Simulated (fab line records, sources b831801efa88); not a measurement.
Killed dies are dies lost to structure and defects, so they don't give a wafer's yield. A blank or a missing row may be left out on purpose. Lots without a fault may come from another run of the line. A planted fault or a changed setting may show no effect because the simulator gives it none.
Which tool did it? | flow gf180mcu | 7 lots, 21 wafers sampled, at 4 steps of a route of 602

WHAT THE GAUGES READ, wafer by wafer
GF_V3_THK_MEAS_01.
lot  | measured     | on            | V3_CVD_00_THK (nm)
L538 | day 21 17:32 | film_metro-03 | 610 595 603
L540 | day 22 09:19 | film_metro-04 | 602 604 604
L542 | day 23 12:10 | film_metro-03 | 601 597 605
L544 | day 23 19:20 | film_metro-03 | 602 592 603
L548 | day 25 06:59 | film_metro-04 | 595 596 595
L555 | day 27 17:01 | film_metro-02 | 605 609 610
L557 | day 28 00:06 | film_metro-02 | 605 603 600

WHICH TOOL RAN EACH LOT (tool, then ch and the chambers of the sampled wafers, then the start)
lot  | GF_M3_SPUTTER_01             | GF_M3_METAL_ETCH_16               | GF_M3_STRIP_17
L538 | pvd_sputter-04, day 20 17:25 | rie_metal-03 ch 0,1, day 21 16:49 | plasma_asher-02 ch 0, day 21 16:55
L540 | pvd_sputter-02, day 21 08:55 | rie_metal-04 ch 0,1, day 22 08:36 | plasma_asher-02 ch 0,1, day 22 08:43
L542 | pvd_sputter-03, day 22 12:17 | rie_metal-03 ch 0,1, day 23 11:27 | plasma_asher-02 ch 0,1, day 23 11:34
L544 | pvd_sputter-03, day 22 20:00 | rie_metal-03 ch 0,1, day 23 18:37 | plasma_asher-01 ch 0,1, day 23 18:43
L548 | pvd_sputter-04, day 24 08:06 | rie_metal-04 ch 0, day 25 06:10   | plasma_asher-01 ch 1, day 25 06:16
L555 | pvd_sputter-02, day 26 19:39 | rie_metal-04 ch 0,1, day 27 16:19 | plasma_asher-01 ch 0,1, day 27 16:25
L557 | pvd_sputter-02, day 27 03:34 | rie_metal-04 ch 0, day 27 23:22   | plasma_asher-04 ch 0,1, day 27 23:28
- GF_M3_SPUTTER_01: material TiN, target thk 30 nm, time 25 s.
- GF_M3_METAL_ETCH_16: etches the open film in Cl2/BCl3, stops on SiO2, target depth 627.5 nm, time 104.6 s.
- GF_M3_STRIP_17: strips in O2/N2.

THE ANSWER, worked out from the rows above alone
Rule: what is usual is taken from the lots themselves. Put in order of their means at a reading, lots are off if they are a third of the lots or fewer, leave a main group of 4 or more, and stand apart from it by a gap of 3 or more times the standard deviation of the main group's means; of several such gaps the widest counts. A main group whose means are all the same, to the digits that the tables above print for the reading, isn't used. A lot without any number at a reading at which 4 lots or more have one is off too. The other lots that the step has rows for count as sound.
No lot is off at any reading shown: from this, nothing can be told.

WHAT THE SIMULATOR HAD PUT IN
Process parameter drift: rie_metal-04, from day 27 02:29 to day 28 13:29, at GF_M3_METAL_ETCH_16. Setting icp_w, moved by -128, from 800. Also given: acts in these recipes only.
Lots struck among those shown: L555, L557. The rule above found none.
